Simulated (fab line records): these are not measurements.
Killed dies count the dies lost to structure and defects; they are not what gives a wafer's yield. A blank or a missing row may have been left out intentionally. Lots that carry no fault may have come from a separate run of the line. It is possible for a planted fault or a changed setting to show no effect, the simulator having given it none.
A lot that was struck, set against a sound lot | flow sky130 | 17 steps out of a route of 708
Sound: these wafers, L257.2, L257.4, L257.6. The struck wafers were L271.1, L271.5, L271.6. The cause is given at the end.
Each step with rows lists, per side, the tool, then ch with its chambers, then its first start. Under that, the readings that differ: sound wafers | struck wafers | difference of the means | sigmas: that difference in standard deviations of wafers without a fault.
alike: same words and numbers on both sides, and readings whose means sit less than 2 such deviations apart. not compared: any withheld reading, any reading some wafer has no value for, any bound like >300 that may hide the same value, and any number with overlapping values for which the record gives no deviation.
Wherever a step has rows on one side only, a row that says differs or no value, or a row with sigmas, the two part there. Non-overlapping numbers with no deviation appear without sigmas and do not part them. A reading that every wafer of one side lacks parts them only if that side has two wafers or more.

SKY_CONTACT_BOW_MEAS_05:
  struck on film-metro-02, day 35 23:29; sound on film-metro-03, day 31 19:37
  alike: CONTACT_BOW
then, 8 steps without rows for these wafers: SKY_CONTACT_DEHYDRATE_06 (time 60 s); SKY_CONTACT_HMDS_07 (prime time 60 s); SKY_CONTACT_COAT_08 (resist thk 60 nm); SKY_CONTACT_COAT_09 (resist thk 450 nm); SKY_CONTACT_SOFTBAKE_10 (time 90 s); SKY_CONTACT_EXPOSE_11 (exposes mask CTM1, target cd 170 nm); SKY_CONTACT_PEB_12; SKY_CONTACT_DEVELOP_13 (develop time 60 s).
SKY_CONTACT_CD_MEAS_14: the cd target is 170 nm.
  struck on cd-sem-02, day 37 03:02; sound on cd-sem-02, day 32 23:04
  reading    | sound             | struck            | difference | sigmas
  cd-nm (nm) | 173.4 172.9 173.8 | 168.6 170.5 168.8 | -4.1       | -3
SKY_CONTACT_OVL_MEAS_15:
  struck on overlay-01, day 37 03:09; sound on overlay-02, day 32 23:10
  alike: CONTACT_OVL
SKY_CONTACT_ETCH_16: etches BARC in N2/H2, stops on SiO2, time 45.9 s, target depth 60 nm.
  sound on rie-diel-01 ch 1,3, day 32 23:12; struck on rie-diel-01 ch 0,2,3, day 37 03:11
  alike: bias-w, chamber-pressure-mTorr, drypump-motor-current-A, oes-product-au, throttle-valve-pct
  not compared: rf-hours-counter-h
SKY_CONTACT_ETCH_17: etches SiO2 in C4F8/O2/Ar, stops on Si3N4, target depth 340 nm.
  sound on rie-diel-01 ch 1,3, day 32 23:15; struck on rie-diel-01 ch 0,2,3, day 37 03:14
  no value came back on the struck wafers for bias-w (W), chamber-pressure-mTorr (mTorr), oes-product-au (a.u.); on the sound wafers bias-w (W) reads 1199 1206 1204
  reading                                        | sound             | struck            | difference | sigmas
  model.KrF-thick_of_CONTACT_COAT_09.thk-nm (nm) | 324.3 322.9 324.5 | 396.1 394.6 394.5 | +71.2      |
SKY_CONTACT_ETCH_18: etches Si3N4 in CHF3/O2, stops on TiN, time 39 s, target depth 75 nm.
  sound: rie-diel-01 ch 1,3; struck: rie-diel-01 ch 0,2,3
  reading                                        | sound             | struck            | difference | sigmas
  oes-product-au (a.u.)                          | 0.842 0.855 0.854 | 0.370 0.371 0.379 | -0.477     | -66
  throttle-valve-pct (%)                         | 8.783 8.799 8.792 | 8.677 8.669 8.667 | -0.120     | -14
  model.KrF-thick_of_CONTACT_COAT_09.thk-nm (nm) | 238.8 236.5 238.3 | 310.5 309.7 309.5 | +72.0      |
  alike: O2_flow_sccm, bias-w, drypump-motor-current-A
  not compared: rf-hours-counter-h
SKY_CONTACT_STRIP_19: strips in O2/N2.
  sound on plasma-asher-01 ch 0, day 32 23:20; struck on plasma-asher-04 ch 0,1, day 37 03:19
  reading                      | sound             | struck            | difference | sigmas
  drypump-motor-current-A (A)  | 5.0 5.0 5.0       | 6.1 6.2 5.7       | +1.0       | +3
  oes-product-au (a.u.)        | 0.379 0.378 0.381 | 0.410 0.410 0.411 | +0.031     | +7
  strip-time-to-endpoint-s (s) | 3.56 3.55 3.58    | 4.33 4.32 4.31    | +0.76      | +21
  not compared: rf-hours-counter-h
then, 1 step without rows for these wafers: SKY_CONTACT_STRIP_20 (strips in post etch residue remover, time 1200 s).
-- the record jumps here: 13 days lie between the struck wafers' starts before and after (it left off in module CONTACT and takes up again in module PAD_OPEN, whose first step shown is number 708 of the route) --
SKY_PAD_OPEN_PROBE_99:
  struck on prober-01, day 50 04:45; sound on prober-02, day 47 02:50
  reading            | sound     | struck                                                               | difference                   | sigmas
  hold               | - - -     | await-dispo/4.5h/scrap await-dispo/4.5h/scrap await-dispo/4.5h/scrap | no value on the sound wafers |
  killed_at_M0_to_M3 | 34 41 51  | 50 62 60                                                             | +15                          | +2
  killed-at-contacts | 16 27 32  | 429 414 420                                                          | +396                         | +71
  killed-dies        | 72 80 105 | 492 492 492                                                          | +406                         | +37
  killed-on-rim      | 15 17 24  | 96 96 96                                                             | +77                          | +21
  alike: killed_at_M4_up, killed-at-front-end, killed-at-other, killed-open, killed-short

WHERE THEY PART
At SKY_CONTACT_CD_MEAS_14 first; at SKY_PAD_OPEN_PROBE_99 last (within this record only).

WHY: what had been put in by the simulator
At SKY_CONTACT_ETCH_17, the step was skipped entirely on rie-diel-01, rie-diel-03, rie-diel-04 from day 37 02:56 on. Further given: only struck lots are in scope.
